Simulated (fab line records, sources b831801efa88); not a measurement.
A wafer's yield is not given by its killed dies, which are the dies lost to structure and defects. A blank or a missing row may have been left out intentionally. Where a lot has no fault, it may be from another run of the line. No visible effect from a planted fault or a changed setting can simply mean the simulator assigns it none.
The tool behind it: which one?	flow sky130	6 lots with 18 wafers sampled at 3 steps, on a route of 708 steps

## WHAT EACH GAUGE READ, for each wafer
SKY_VIA4_RS_MEAS_19: a four-point-probe measurement.
lot	measured	on	VIA4_W_RS (ohm/sq)
L668	day 42 19:59	film metro-01	0.2270 0.2299 0.2272
L671	day 44 01:15	film metro-03	0.2249 0.2219 0.2280
L678	day 46 01:06	film metro-01	0.2282 0.2292 0.2292
L681	day 47 07:09	film metro-03	0.2229 0.2226 0.2236
L683	day 47 08:59	film metro-03	0.2264 0.2236 0.2262
L689	day 48 15:34	film metro-02	0.2292 0.2265 0.2285

## EACH LOT AND THE TOOL THAT RAN IT (in order: tool; ch and the chambers of the sampled wafers; start)
lot	SKY_CONTACT_ETCH_17	SKY_VIA4_SPUTTER_17
L668	rie diel-03 ch 1,2,3, day 31 15:01	pvd sputter-01, day 42 19:43
L671	rie diel-01 ch 1,2,3, day 32 22:20	pvd sputter-02, day 44 00:59
L678	rie diel-01 ch 0,2,3, day 35 06:17	pvd sputter-03, day 46 00:50
L681	rie diel-02 ch 1,2,3, day 37 00:59	pvd sputter-03, day 47 06:54
L683	rie diel-02 ch 0,1,3, day 37 08:10	pvd sputter-01, day 47 08:46
L689	rie diel-02 ch 1,2,3, day 38 21:23	pvd sputter-02, day 48 15:20
- SKY_CONTACT_ETCH_17: etches SiO2 in C4F8/O2/Ar, stops on Si3N4, target depth 340 nm.
- SKY_VIA4_SPUTTER_17: material TiN, target thk 20 nm, time 80 s.

## THE ANSWER, worked out from the rows above alone
Rule: the usual values come from the lots themselves. Put in order of their means at a reading, lots are off if they are a third of the lots or fewer, leave a main group of 4 or more, and stand apart from it by a gap of 3 or more times the standard deviation of the main group's means; of several such gaps the widest counts. Not used: any main group whose means are identical at the precision the tables above print for the reading. A lot without any number at a reading at which 4 lots or more have one is off too. The other lots that the step has rows for count as sound.
No lot is off on any of the readings shown, so nothing can be concluded from this.

## WHAT THE SIMULATOR PUT IN
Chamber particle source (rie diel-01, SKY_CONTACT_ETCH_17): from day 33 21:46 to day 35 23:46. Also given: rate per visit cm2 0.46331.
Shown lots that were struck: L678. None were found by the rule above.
